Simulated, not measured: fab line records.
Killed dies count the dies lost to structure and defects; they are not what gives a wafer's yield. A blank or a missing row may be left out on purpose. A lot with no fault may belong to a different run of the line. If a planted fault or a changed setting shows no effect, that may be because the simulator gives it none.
fab line records	flow sfq-line
record: lots: 5	wafers: 23
route steps=325 shown M3@126 I3@133 M4@153 I4@171 JJ@185 M5@199
start-h: the number of hours between the record's first day and the start of the first shown wafer of the lot	wait-h: hours since the lot's step before	" identical to the entry in the row above	L1.1+2: several wafers, shown together as one row	- no value present, or no start provided	* or withheld: withheld	< > ~ a bound
route shown NAME@n: a module of which the file shows steps, and the number in the route of the first	usual: average and standard deviation across the fault-free wafers	same: alike in all rows	chamber/n: place in a boat	sites: readings site by site	_std_site: their standard deviation	_edge_site: outer sites' mean less inner sites'	radius-mm: for every site, how far away it sits from the centre of the wafer	mask NAME#n: copy n	behind: the tool/chamber that last shaped the wafer	hold: the reason the lot was held/the length of the hold in hours/how it ended	device: names the non-switching transistor (n, p or np)	end of line: tests of these same wafers at the route's end	step lacking rows: just its recipe	killed: dies lost to structure and defects at the first sort, not the wafer's yield	map: the dies of a wafer, with x for killed, . for not killed, _ for no die there
set.NAME: the setting that was run; set.NAME@STEP: the one run at that earlier step	model.NAME: the simulator's own value behind a step, which no gauge read
lots with deliberately changed settings; one table per step, one row per wafer
== steps ==
step: SFQ_TRILAYER_M3_LITHO_PEB_078
recipe: peb-temp-c: 115	peb-time-s: 60	resist: KrF
lot.wafer	tool	chamber	start-h	wait-h	set.peb-time-s
L074.1+5+6	litho-track-01	0	545.30	1.0	60
L076.1+4+5	litho-track-01	0	560.90	1.0	60
L076.2+6	"	0	"	"	64.66
L077.2+5	litho-track-03	0	572.93	0.8	51.69
L077.3+4+6	"	0	"	"	60
L081.1+2	litho-track-01	0	-	-	56.62
L081.3+4+5	"	0	"	"	60
L083.1+6	litho-track-03	0	617.95	1.0	60
L083.2+4+5	"	0	"	"	55.69
step: SFQ_TRILAYER_M3_LITHO_DEVELOP_077
recipe: time-s: 60	resist: KrF
step: SFQ_TRILAYER_M3_BARC_OPEN_METAL_ETCH_100
recipe: mask-material: PR	chemistry: O2	target-depth-nm: 125	target: BARC	icp-w: 600	bias-w: 80	pressure-mtorr: 10	time-s: 41.7
lot.wafer	tool	chamber	start-h	wait-h	set.peb-time-s@TRILAYER_M3_LITHO_PEB_078	model.M3.cd-nm
L074.1	rie-metal-04	1	545.64	0.0	60	498.5
L074.5	"	1	"	"	60	499.3
L074.6	"	0	"	"	60	498.7
L076.1	rie-metal-04	1	561.24	0.0	60	498.3
L076.2	"	0	"	"	64.66	488.6
L076.4	"	1	"	"	60	499.1
L076.5	"	1	"	"	60	499.2
L076.6	"	0	"	"	64.66	489
L077.2	rie-metal-04	0	573.24	0.0	51.69	521.2
L077.3	"	1	"	"	60	501.7
L077.4	"	0	"	"	60	499.8
L077.5	"	0	"	"	51.69	522.8
L077.6	"	1	"	"	60	502
L081.1	rie-metal-04	1	599.36	0.0	56.62	508.6
L081.2	"	0	"	"	56.62	506.9
L081.3	"	0	"	"	60	498.8
L081.4	"	1	"	"	60	501.2
L081.5	"	0	"	"	60	499.8
L083.1	rie-metal-03	0	618.29	0.0	60	500
L083.2	"	1	"	"	55.69	511
L083.4+5	"	0	"	"	55.69	512.4
L083.6	"	1	"	"	60	501
step: SFQ_TRILAYER_M3_ETCH_METAL_ETCH_078
recipe: target: Nb	stop-on: SiO2	mask-material: PR	chemistry: Cl2/Ar	target-depth-nm: 240	icp-w: 600	bias-w: 80	pressure-mtorr: 10	time-s: 120
usual: oes-product-au: 0.894/0.0062
lot.wafer	tool	chamber	start-h	wait-h	set.power-w@TRILAYER_M3_DEP_SPUTTER_073	oes-product-au
L074.1	rie-metal-04	1	545.70	0.0	2000	0.889
L074.5	"	1	"	"	2000	0.891
L074.6	"	0	"	"	2000	0.896
L076.1	rie-metal-04	1	561.30	0.0	2000	0.901
L076.2	"	0	"	"	2000	0.891
L076.4	"	1	"	"	2102	0.931
L076.5	"	1	"	"	2102	0.915
L076.6	"	0	"	"	2102	0.927
L077.2	rie-metal-04	0	573.30	0.0	2000	0.887
L077.3	"	1	"	"	1786	0.842
L077.4	"	0	"	"	2000	0.903
L077.5	"	0	"	"	1786	0.848
L077.6	"	1	"	"	1786	0.849
L081.1	rie-metal-04	1	599.42	0.0	2000	0.895
L081.2	"	0	"	"	2000	0.895
L081.3	"	0	"	"	1862	0.860
L081.4	"	1	"	"	2000	0.901
L081.5	"	0	"	"	1862	0.858
L083.1	rie-metal-03	0	618.35	0.0	2000	0.893
L083.2	"	1	"	"	2000	0.891
L083.4	"	0	"	"	2237	0.956
L083.5	"	0	"	"	2237	0.955
L083.6	"	1	"	"	2237	0.951
step: SFQ_TRILAYER_I3_DEP_PECVD_081
recipe: material: SiO2	temp-c: 150	time-s: 111.11	pressure-torr: 2.4	rf-w: 183.3	precursor: SiH4/N2O	target-thk-nm: 500
lot.wafer	tool	chamber	start-h	wait-h	set.time-s	model.SiO2_of_TRILAYER_I3_DEP_PECVD_081.thk-nm
L074.1	pecvd-03	1	546.77	0.0	111.11	489.1
L074.5	"	1	"	"	111.11	493.6
L074.6	"	0	"	"	111.11	502.1
L076.1	pecvd-01	1	562.20	0.0	118.3	529.5
L076.2	"	2	"	"	111.11	489.8
L076.4	"	2	"	"	118.3	530
L076.5	"	1	"	"	111.11	513.4
L076.6	"	0	"	"	118.3	534.2
L077.2	pecvd-02	1	574.20	0.0	111.11	494.9
L077.3	"	0	"	"	111.11	488.8
L077.4	"	0	"	"	111.11	503.2
L077.5	"	2	"	"	111.11	497.2
L077.6	"	1	"	"	111.11	497
L081.1	pecvd-02	1	600.32	0.0	111.11	489.5
L081.2	"	0	"	"	98.25	431.8
L081.3	"	2	"	"	111.11	481.1
L081.4	"	0	"	"	111.11	499.4
L081.5	"	1	"	"	98.25	444.2
L083.1	pecvd-03	2	619.25	0.0	100	446.3
L083.2	"	0	"	"	111.11	509.4
L083.4	"	2	"	"	100	457.5
L083.5	"	0	"	"	111.11	509
L083.6	"	1	"	"	100	459.4
step: SFQ_TRILAYER_I3_CMP_CMP_082
recipe: material: SiO2	down-force-psi: 3	platen-rpm: 60	pad-velocity-m-s: 0.94248
usual: time-to-endpoint-s: 214/8.3
lot.wafer	tool	chamber	start-h	wait-h	set.time-s@TRILAYER_I3_DEP_PECVD_081	time-to-endpoint-s
L074.1	cmp-02	0	553.17	6.4	111.11	200
L074.5	"	2	554.17	7.3	111.11	208
L074.6	"	3	"	"	111.11	213
L076.2	cmp-02	3	567.67	5.4	111.11	212
L076.4	"	0	"	"	118.3	239
L076.1	"	1	"	"	118.3	234
L076.6	"	2	"	"	118.3	249
L076.5	"	3	"	"	111.11	223
L077.4	cmp-02	3	579.17	4.9	111.11	213
L077.2	"	1	580.17	5.9	111.11	208
L077.3	"	2	"	"	111.11	211
L077.6	"	3	"	"	111.11	209
L077.5	"	0	"	"	111.11	209
L081.3	cmp-02	1	609.17	8.8	111.11	197
L081.4	"	2	"	"	111.11	223
L081.1	"	3	"	"	111.11	209
L081.2	"	0	"	"	98.25	168
L081.5	"	2	611.67	11.3	98.25	180
L083.2	cmp-01	2	624.95	5.7	111.11	226
L083.4	"	3	"	"	100	193
L083.1	"	1	626.45	7.2	100	179
L083.6	"	2	"	"	100	186
L083.5	"	3	"	"	111.11	226
step: SFQ_TRILAYER_I3_VIA_LITHO_EXPOSE_086
recipe: mask-id: I3	na: 0.6	source-shape: conventional	sigma-outer: 0.65	target-cd-nm: 500	dose-mj: 21.3
lot.wafer	tool	chamber	start-h	wait-h	mask	set.dose-mj
L074.1+5+6	krf-scanner-01	0	708.53	-	I3#0	21.3
L076.1+2+4+5+6	krf-scanner-01	0	730.16	-	I3#0	21.3
L077.2+3	krf-scanner-01	0	739.96	-	I3#0	22.76
L077.4+5+6	"	0	"	"	I3#0	21.3
L081.1+4	krf-scanner-01	0	774.51	-	I3#0	21.3
L081.2+3+5	"	0	"	"	I3#0	20.52
L083.1+5	krf-scanner-01	0	787.71	-	I3#0	21.3
L083.2+4+6	"	0	"	"	I3#0	21.86
step: SFQ_TRILAYER_I3_VIA_LITHO_PEB_088
recipe: peb-temp-c: 115	peb-time-s: 60	resist: KrF
step: SFQ_TRILAYER_I3_VIA_LITHO_DEVELOP_087
recipe: time-s: 60	resist: KrF
step: SFQ_TRILAYER_I3_VIA_BARC_OPEN_VIA_ETCH_121
recipe: mask-material: PR	chemistry: O2	target-depth-nm: 125	target: BARC	source-w: 500	bias-w: 80	pressure-mtorr: 30	time-s: 41.7
lot.wafer	tool	chamber	start-h	wait-h	set.dose-mj@TRILAYER_I3_VIA_LITHO_EXPOSE_086	model.I3.cd-nm
L074.1	rie-diel-03	0	710.06	0.0	21.3	498.7
L074.5	"	0	"	"	21.3	497.7
L074.6	"	3	"	"	21.3	500.5
L076.1	rie-diel-01	1	731.69	0.0	21.3	499.8
L076.2	"	2	"	"	21.3	500.3
L076.4	"	3	"	"	21.3	499.1
L076.5	"	2	"	"	21.3	499.9
L076.6	"	1	"	"	21.3	500.5
L077.2	rie-diel-01	3	741.29	0.0	22.76	509.8
L077.3	"	1	"	"	22.76	511.6
L077.4	"	0	"	"	21.3	500
L077.5	"	3	"	"	21.3	499.2
L077.6	"	2	"	"	21.3	498.9
L081.1	rie-diel-03	0	776.05	0.0	21.3	499.1
L081.2	"	2	"	"	20.52	494.9
L081.3	"	3	"	"	20.52	495.9
L081.4	"	1	"	"	21.3	499.9
L081.5	"	1	"	"	20.52	494.3
L083.1	rie-diel-04	0	789.25	0.0	21.3	500.3
L083.2	"	3	"	"	21.86	506.4
L083.4	"	2	"	"	21.86	507
L083.5	"	1	"	"	21.3	501.2
L083.6	"	0	"	"	21.86	504
step: SFQ_TRILAYER_M4_LITHO_COAT_093
recipe: resist: KrF	spin-rpm: 3000	resist-thk-nm: 600
lot.wafer	tool	chamber	start-h	wait-h	set.spin-rpm	model.KrF_of_TRILAYER_M4_LITHO_COAT_093.thk-nm
L074.1	litho-track-04	0	711.61	0.2	3000	599.9
L074.5	"	0	"	"	3000	598.8
L074.6	"	0	"	"	3000	601.3
L076.1	litho-track-03	0	733.24	0.2	2910	607.7
L076.2	"	0	"	"	2910	609.1
L076.4	"	0	"	"	2910	609.5
L076.5	"	0	"	"	3000	600.4
L076.6	"	0	"	"	3000	598.3
L077.2	litho-track-02	0	742.87	0.2	3000	596.5
L077.3	"	0	"	"	3128	587.2
L077.4	"	0	"	"	3128	588.5
L077.5	"	0	"	"	3128	584.9
L077.6	"	0	"	"	3000	599.1
L081.1	litho-track-04	0	777.58	0.2	3097	588.5
L081.2	"	0	"	"	3000	598.5
L081.3	"	0	"	"	3097	588.7
L081.4	"	0	"	"	3000	597.4
L081.5	"	0	"	"	3000	599.9
L083.1+4	litho-track-03	0	790.78	0.2	3000	599.5
L083.2	"	0	"	"	3000	597.5
L083.5	"	0	"	"	2920	606.4
L083.6	"	0	"	"	2920	606.2
step: SFQ_TRILAYER_M4_LITHO_EXPOSE_094
recipe: mask-id: M4	na: 0.6	source-shape: conventional	sigma-outer: 0.65	target-cd-nm: 500	dose-mj: 14.4
lot.wafer	tool	chamber	start-h	wait-h	mask	set.dose-mj
L074.1+5+6	krf-scanner-02	0	851.02	-	M4#0	14.4
L076.1+2+5	krf-scanner-02	0	866.62	-	M4#0	15.33
L076.4+6	"	0	"	"	M4#0	14.4
L077.2+4+6	krf-scanner-02	0	876.42	-	M4#0	15.34
L077.3+5	"	0	"	"	M4#0	14.4
L081.1+2+3	krf-scanner-01	0	905.14	-	M4#0	14.4
L081.4+5	"	0	"	"	M4#0	14.1
L083.1+2+5	krf-scanner-01	0	918.34	-	M4#0	14.96
L083.4+6	"	0	"	"	M4#0	14.4
step: SFQ_TRILAYER_M4_LITHO_PEB_096
recipe: peb-temp-c: 115	peb-time-s: 60	resist: KrF
step: SFQ_TRILAYER_M4_LITHO_DEVELOP_095
recipe: time-s: 60	resist: KrF
step: SFQ_TRILAYER_M4_BARC_OPEN_METAL_ETCH_123
recipe: mask-material: PR	chemistry: O2	target-depth-nm: 125	target: BARC	icp-w: 600	bias-w: 80	pressure-mtorr: 10	time-s: 41.7
lot.wafer	tool	chamber	start-h	wait-h	set.dose-mj@TRILAYER_M4_LITHO_EXPOSE_094	model.M4.cd-nm
L074.1	rie-metal-03	0	852.56	0.0	14.4	502.1
L074.5	"	0	"	"	14.4	502.8
L074.6	"	1	"	"	14.4	499.6
L076.1	rie-metal-04	1	868.16	0.0	15.33	490.9
L076.2+5	"	0	"	"	15.33	491.5
L076.4	"	1	"	"	14.4	501.3
L076.6	"	1	"	"	14.4	500
L077.2+4	rie-metal-02	0	877.76	0.0	15.34	488.4
L077.3	"	1	"	"	14.4	499.6
L077.5	"	1	"	"	14.4	500.6
L077.6	"	0	"	"	15.34	491.4
L081.1	rie-metal-04	0	906.68	0.0	14.4	502
L081.2	"	1	"	"	14.4	502.3
L081.3	"	0	"	"	14.4	501.5
L081.4	"	1	"	"	14.1	505.7
L081.5	"	1	"	"	14.1	506.9
L083.1	rie-metal-02	0	919.88	0.0	14.96	497.7
L083.2	"	1	"	"	14.96	498.3
L083.4	"	1	"	"	14.4	503.2
L083.5	"	0	"	"	14.96	495.5
L083.6	"	1	"	"	14.4	503.8
step: SFQ_TRILAYER_M4_ETCH_METAL_ETCH_096
recipe: target: Nb	stop-on: SiO2	mask-material: PR	chemistry: Cl2/Ar	target-depth-nm: 240	icp-w: 600	bias-w: 80	pressure-mtorr: 10	time-s: 120
lot.wafer	tool	chamber	start-h	wait-h	set.spin-rpm@TRILAYER_M4_LITHO_COAT_093	set.dose-mj@TRILAYER_M4_LITHO_EXPOSE_094	model.M4.cd-nm	model.KrF_of_TRILAYER_M4_LITHO_COAT_093.thk-nm
L074.1	rie-metal-03	0	852.62	0.0	3000	14.4	504.5	381.5
L074.5	"	0	"	"	3000	14.4	503.5	380.1
L074.6	"	1	"	"	3000	14.4	497.3	384.7
L076.1	rie-metal-04	1	868.22	0.0	2910	15.33	490.9	384.8
L076.2	"	0	"	"	2910	15.33	491.9	388.1
L076.4	"	1	"	"	2910	14.4	501.8	386.7
L076.5	"	0	"	"	3000	15.33	491.1	378.6
L076.6	"	1	"	"	3000	14.4	501.1	374.6
L077.2	rie-metal-02	0	877.82	0.0	3000	15.34	489.9	374.7
L077.3	"	1	"	"	3128	14.4	499.2	367.3
L077.4	"	0	"	"	3128	15.34	489	366.2
L077.5	"	1	"	"	3128	14.4	500.6	365.8
L077.6	"	0	"	"	3000	15.34	493	377.3
L081.1	rie-metal-04	0	906.74	0.0	3097	14.4	501.4	366.9
L081.2	"	1	"	"	3000	14.4	502.2	373.8
L081.3	"	0	"	"	3097	14.4	500	366.6
L081.4	"	1	"	"	3000	14.1	506.3	372
L081.5	"	1	"	"	3000	14.1	506.8	376.6
L083.1	rie-metal-02	0	919.94	0.0	3000	14.96	497.5	379.5
L083.2	"	1	"	"	3000	14.96	498.3	379.3
L083.4	"	1	"	"	3000	14.4	502.5	381.4
L083.5	"	0	"	"	2920	14.96	495.8	387.5
L083.6	"	1	"	"	2920	14.4	503.6	388
step: SFQ_TRILAYER_I4_VIA_LITHO_PEB_106
recipe: peb-temp-c: 115	peb-time-s: 60	resist: KrF
lot.wafer	tool	chamber	start-h	wait-h	set.peb-time-s
L074.1+5+6	litho-track-03	0	900.35	1.0	60
L076.1+5	litho-track-01	0	912.21	1.0	65.11
L076.2+4+6	"	0	"	"	60
L077.2+5	litho-track-01	0	924.11	0.8	60
L077.3+4+6	"	0	"	"	66.21
L081.1+2+4	litho-track-02	0	1062.03	1.0	60
L081.3+5	"	0	"	"	51.24
L083.1+2+6	litho-track-02	0	1082.55	1.0	60
L083.4+5	"	0	"	"	65.61
step: SFQ_TRILAYER_I4_VIA_LITHO_DEVELOP_105
recipe: time-s: 60	resist: KrF
step: SFQ_TRILAYER_I4_VIA_BARC_OPEN_VIA_ETCH_146
recipe: mask-material: PR	chemistry: O2	target-depth-nm: 125	target: BARC	source-w: 500	bias-w: 80	pressure-mtorr: 30	time-s: 41.7
lot.wafer	tool	chamber	start-h	wait-h	set.peb-time-s@TRILAYER_I4_VIA_LITHO_PEB_106	model.I4.cd-nm
L074.1	rie-diel-04	2	900.69	0.0	60	700.8
L074.5	"	3	"	"	60	702
L074.6	"	0	"	"	60	699.9
L076.1	rie-diel-02	3	912.55	0.0	65.11	710.7
L076.2	"	2	"	"	60	701
L076.4	"	1	"	"	60	700.9
L076.5	"	2	"	"	65.11	712.3
L076.6	"	1	"	"	60	700.4
L077.2	rie-diel-02	1	924.43	0.0	60	698.3
L077.3	"	2	"	"	66.21	714.3
L077.4	"	0	"	"	66.21	712.9
L077.5	"	0	"	"	60	699.2
L077.6	"	1	"	"	66.21	713.8
L081.1	rie-diel-01	2	1062.36	0.0	60	699.1
L081.2	"	0	"	"	60	699.2
L081.3	"	3	"	"	51.24	674
L081.4	"	1	"	"	60	699
L081.5	"	1	"	"	51.24	675.7
L083.1	rie-diel-04	2	1082.89	0.0	60	700.7
L083.2	"	1	"	"	60	699.7
L083.4	"	2	"	"	65.61	713.6
L083.5	"	1	"	"	65.61	714.1
L083.6	"	3	"	"	60	699.9
step: SFQ_TRILAYER_JJ_CE_LITHO_COAT_119
recipe: resist: BARC	spin-rpm: 3000	resist-thk-nm: 62
lot.wafer	tool	chamber	start-h	wait-h	set.spin-rpm	model.BARC_of_TRILAYER_JJ_CE_LITHO_COAT_119.thk-nm
L074.1	litho-track-03	0	903.16	0.1	3000	61.83
L074.5	"	0	"	"	3000	61.93
L074.6	"	0	"	"	3000	61.97
L076.1	litho-track-01	0	914.86	0.1	3000	61.63
L076.2	"	0	"	"	3000	61.81
L076.4	"	0	"	"	3079	60.94
L076.5	"	0	"	"	3079	61.05
L076.6	"	0	"	"	3000	61.91
L077.2	litho-track-03	0	926.82	0.1	3000	61.72
L077.3	"	0	"	"	3000	61.69
L077.4	"	0	"	"	3000	61.65
L077.5	"	0	"	"	3000	61.78
L077.6	"	0	"	"	3000	61.88
L081.1	litho-track-03	0	1064.68	0.1	2854	63.5
L081.2	"	0	"	"	3000	62.12
L081.3	"	0	"	"	2854	63.72
L081.4	"	0	"	"	2854	63.56
L081.5	"	0	"	"	3000	61.84
L083.1+2	litho-track-03	0	1085.42	0.1	3000	61.95
L083.4	"	0	"	"	3000	61.94
L083.5	"	0	"	"	3000	62.06
L083.6	"	0	"	"	3000	62.04
step: SFQ_TRILAYER_M5_LITHO_COAT_123
recipe: resist: KrF	spin-rpm: 3000	resist-thk-nm: 600
lot.wafer	tool	chamber	start-h	wait-h	set.resist-thk-nm	model.KrF_of_TRILAYER_M5_LITHO_COAT_123.thk-nm
L074.1	litho-track-02	0	1024.64	0.2	600	600.7
L074.5	"	0	"	"	600	602.2
L074.6	"	0	"	"	600	603.3
L076.1	litho-track-02	0	1035.42	0.2	600	600.2
L076.2	"	0	"	"	600	599
L076.4+6	"	0	"	"	600	598.3
L076.5	"	0	"	"	600	597.1
L077.2	litho-track-02	0	1037.97	0.2	600	600.2
L077.3	"	0	"	"	600	598.9
L077.4	"	0	"	"	600	601.1
L077.5	"	0	"	"	573.9	573.4
L077.6	"	0	"	"	573.9	573
L081.1	litho-track-01	0	1071.46	0.2	600	599.8
L081.2	"	0	"	"	629.5	627.5
L081.3	"	0	"	"	600	599.7
L081.4	"	0	"	"	629.5	630.2
L081.5	"	0	"	"	629.5	629.4
L083.1	litho-track-01	0	1091.54	0.2	600	597.1
L083.2+6	"	0	"	"	600	600.1
L083.4	"	0	"	"	600	600.6
L083.5	"	0	"	"	600	599.8
step: SFQ_TRILAYER_M5_LITHO_SOFTBAKE_127
recipe: temp-c: withheld	time-s: withheld	resist: KrF
step: SFQ_TRILAYER_M5_LITHO_EXPOSE_124
recipe: mask-id: M5	na: 0.6	source-shape: conventional	sigma-outer: 0.65	target-cd-nm: 700	dose-mj: 14.4
step: SFQ_TRILAYER_M5_LITHO_DEVELOP_125
recipe: time-s: 60	resist: KrF
step: SFQ_TRILAYER_M5_BARC_OPEN_METAL_ETCH_161
recipe: mask-material: PR	chemistry: O2	target-depth-nm: 125	target: BARC	icp-w: 600	bias-w: 80	pressure-mtorr: 10	time-s: 43.07
lot.wafer	tool	chamber	start-h	wait-h	set.resist-thk-nm@TRILAYER_M5_LITHO_COAT_123	model.KrF_of_TRILAYER_M5_LITHO_COAT_123.thk-nm
L074.1	rie-metal-03	1	1141.81	0.0	600	521.8
L074.5	"	1	"	"	600	522.8
L074.6	"	0	"	"	600	523.2
L076.1	rie-metal-02	1	1153.81	0.0	600	521.3
L076.2	"	0	"	"	600	520.2
L076.4	"	1	"	"	600	519.5
L076.5	"	1	"	"	600	518
L076.6	"	0	"	"	600	518.7
L077.2	rie-metal-03	1	1157.41	0.0	600	521.1
L077.3	"	0	"	"	600	519.1
L077.4	"	1	"	"	600	522
L077.5	"	1	"	"	573.9	494.4
L077.6	"	0	"	"	573.9	493.1
L081.1	rie-metal-03	0	1200.61	0.0	600	520.2
L081.2	"	1	"	"	629.5	548.8
L081.3	"	0	"	"	600	520
L081.4	"	1	"	"	629.5	551.9
L081.5	"	1	"	"	629.5	550.6
L083.1	rie-metal-03	0	1222.21	0.0	600	517.8
L083.2	"	1	"	"	600	521.2
L083.4	"	0	"	"	600	521.7
L083.5	"	1	"	"	600	521.5
L083.6	"	0	"	"	600	521.3
step: SFQ_TRILAYER_M5_ETCH_METAL_ETCH_126
recipe: target: Nb	stop-on: SiO2	mask-material: PR	over-etch-frac: 0.15	time-s: 203.2	chemistry: Cl2/BCl3	target-depth-nm: 265	icp-w: 600	bias-w: 80	pressure-mtorr: 10
lot.wafer	tool	chamber	start-h	wait-h	set.resist-thk-nm@TRILAYER_M5_LITHO_COAT_123	model.KrF_of_TRILAYER_M5_LITHO_COAT_123.thk-nm
L074.1	rie-metal-03	1	1141.87	0.0	600	368.7
L074.5	"	1	"	"	600	368.8
L074.6	"	0	"	"	600	365.7
L076.1	rie-metal-02	1	1153.87	0.0	600	366.8
L076.2	"	0	"	"	600	365.5
L076.4	"	1	"	"	600	365.3
L076.5	"	1	"	"	600	364.5
L076.6	"	0	"	"	600	363.4
L077.2	rie-metal-03	1	1157.47	0.0	600	369.2
L077.3	"	0	"	"	600	363.5
L077.4	"	1	"	"	600	369.5
L077.5	"	1	"	"	573.9	343.1
L077.6	"	0	"	"	573.9	338.5
L081.1+3	rie-metal-03	0	1200.67	0.0	600	365.2
L081.2	"	1	"	"	629.5	396.6
L081.4	"	1	"	"	629.5	399.3
L081.5	"	1	"	"	629.5	397.9
L083.1	rie-metal-03	0	1222.27	0.0	600	364.3
L083.2	"	1	"	"	600	368.2
L083.4	"	0	"	"	600	368.3
L083.5	"	1	"	"	600	368
L083.6	"	0	"	"	600	367.5
== key ==
split: step: SFQ_TRILAYER_M3_LITHO_PEB_078	setting: peb-time-s	stated: 60	by: wafer
response: step: SFQ_TRILAYER_M3_BARC_OPEN_METAL_ETCH_100	reading: model.M3.cd-nm	change: -1.47	per: 1%	r: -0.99
split: step: SFQ_TRILAYER_I3_DEP_PECVD_081	setting: time-s	stated: 111.11	by: wafer
response: step: SFQ_TRILAYER_I3_DEP_PECVD_081	reading: model.SiO2_of_TRILAYER_I3_DEP_PECVD_081.thk-nm	change: +4.86	per: 1%	r: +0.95
response: step: SFQ_TRILAYER_I3_CMP_CMP_082	reading: time-to-endpoint-s	change: *	per: 1%	r: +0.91
split: step: SFQ_TRILAYER_I3_VIA_LITHO_EXPOSE_086	setting: dose-mj	stated: 21.3	by: wafer
response: step: SFQ_TRILAYER_I3_VIA_BARC_OPEN_VIA_ETCH_121	reading: model.I3.cd-nm	change: +1.6	per: 1%	r: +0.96
split: step: SFQ_TRILAYER_M4_LITHO_COAT_093	setting: spin-rpm	stated: 3000	by: wafer
response: step: SFQ_TRILAYER_M4_LITHO_COAT_093	reading: model.KrF_of_TRILAYER_M4_LITHO_COAT_093.thk-nm	change: -2.84	per: 1%	r: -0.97
response: step: SFQ_TRILAYER_M4_ETCH_METAL_ETCH_096	reading: model.KrF_of_TRILAYER_M4_LITHO_COAT_093.thk-nm	change: -2.57	per: 1%	r: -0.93
split: step: SFQ_TRILAYER_M4_LITHO_EXPOSE_094	setting: dose-mj	stated: 14.4	by: wafer
response: step: SFQ_TRILAYER_M4_BARC_OPEN_METAL_ETCH_123	reading: model.M4.cd-nm	change: -1.58	per: 1%	r: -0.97
response: step: SFQ_TRILAYER_M4_ETCH_METAL_ETCH_096	reading: model.M4.cd-nm	change: -1.54	per: 1%	r: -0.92
split: step: SFQ_TRILAYER_I4_VIA_LITHO_PEB_106	setting: peb-time-s	stated: 60	by: wafer
response: step: SFQ_TRILAYER_I4_VIA_BARC_OPEN_VIA_ETCH_146	reading: model.I4.cd-nm	change: +1.52	per: 1%	r: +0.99
split: step: SFQ_TRILAYER_JJ_CE_LITHO_COAT_119	setting: spin-rpm	stated: 3000	by: wafer
response: step: SFQ_TRILAYER_JJ_CE_LITHO_COAT_119	reading: model.BARC_of_TRILAYER_JJ_CE_LITHO_COAT_119.thk-nm	change: -0.325	per: 1%	r: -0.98
split: step: SFQ_TRILAYER_M5_LITHO_COAT_123	setting: resist-thk-nm	stated: 600	by: wafer
response: step: SFQ_TRILAYER_M5_LITHO_COAT_123	reading: model.KrF_of_TRILAYER_M5_LITHO_COAT_123.thk-nm	change: +6.05	per: 1%	r: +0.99
response: step: SFQ_TRILAYER_M5_BARC_OPEN_METAL_ETCH_161	reading: model.KrF_of_TRILAYER_M5_LITHO_COAT_123.thk-nm	change: +6.18	per: 1%	r: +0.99
response: step: SFQ_TRILAYER_M5_ETCH_METAL_ETCH_126	reading: model.KrF_of_TRILAYER_M5_LITHO_COAT_123.thk-nm	change: +6.42	per: 1%	r: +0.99
split outside-this-file step=SFQ_TRILAYER_M3_DEP_SPUTTER_073 setting=power-w
split outside-this-file: this setting was split too, and the file shows its column; the key of that split is in another file
